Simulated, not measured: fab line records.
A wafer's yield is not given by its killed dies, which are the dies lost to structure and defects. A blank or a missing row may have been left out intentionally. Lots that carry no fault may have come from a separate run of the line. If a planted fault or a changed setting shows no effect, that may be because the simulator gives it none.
Chamber matching | flow sky130 | cmp-01 running SKY_FIELD_ISO_CMP_27: 4 sister chambers
The step polishes, stops on Si3N4, t overpolish 16 s, target thk 457.8 nm. 4 wafers are shown with their chamber, then 9 later ones without.

## WAFERS PAIRED WITH THEIR CHAMBERS
wafer  | chamber | motor_current_A (A)
L138.1 | 2       | 12.8
L140.3 | 3       | 12.4
L140.4 | 0       | 10.1
L140.6 | 1       | 12.7

## WAFERS WITH NO CHAMBER GIVEN
wafer  | motor_current_A (A)
L147.1 | 11.0
L147.4 | 12.9
L147.6 | 12.4
L148.1 | 12.0
L148.4 | 12.6
L148.6 | 12.2
L149.3 | 12.5
L149.4 | 10.5
L149.5 | 10.0

## CHAMBER TAKEN BY EACH
wafer  | from the rows above          | in truth
L147.1 | can't be placed: 0 or 3      | 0
L147.4 | can't be placed: 2 or 1 or 3 | 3
L147.6 | can't be placed: 3 or 1 or 2 | 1
L148.1 | can't be placed: 3 or 1 or 2 | 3
L148.4 | can't be placed: 1 or 3 or 2 | 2
L148.6 | can't be placed: 3 or 1 or 2 | 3
L149.3 | can't be placed: 3 or 1 or 2 | 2
L149.4 | 0                            | 0
L149.5 | 0                            | 0
Correctly placed: 2 of 9. Can't be placed from these rows: 7 (the true chamber is among the candidates in 7). Wrongly placed: 0.
How it was worked out, from the rows above alone: a wafer's distance from a chamber is the root of the sum, over the readings, of the square of ((its reading less the chamber's mean) divided by the reading's scatter). The wafer belongs to the nearest chamber; if the next one is less than 2 further off, it can't be placed. A chamber's mean is the mean of its shown wafers. The scatter: with one shown wafer a chamber, the root of the mean of the squares of how far each hidden wafer lies from its nearest shown one.
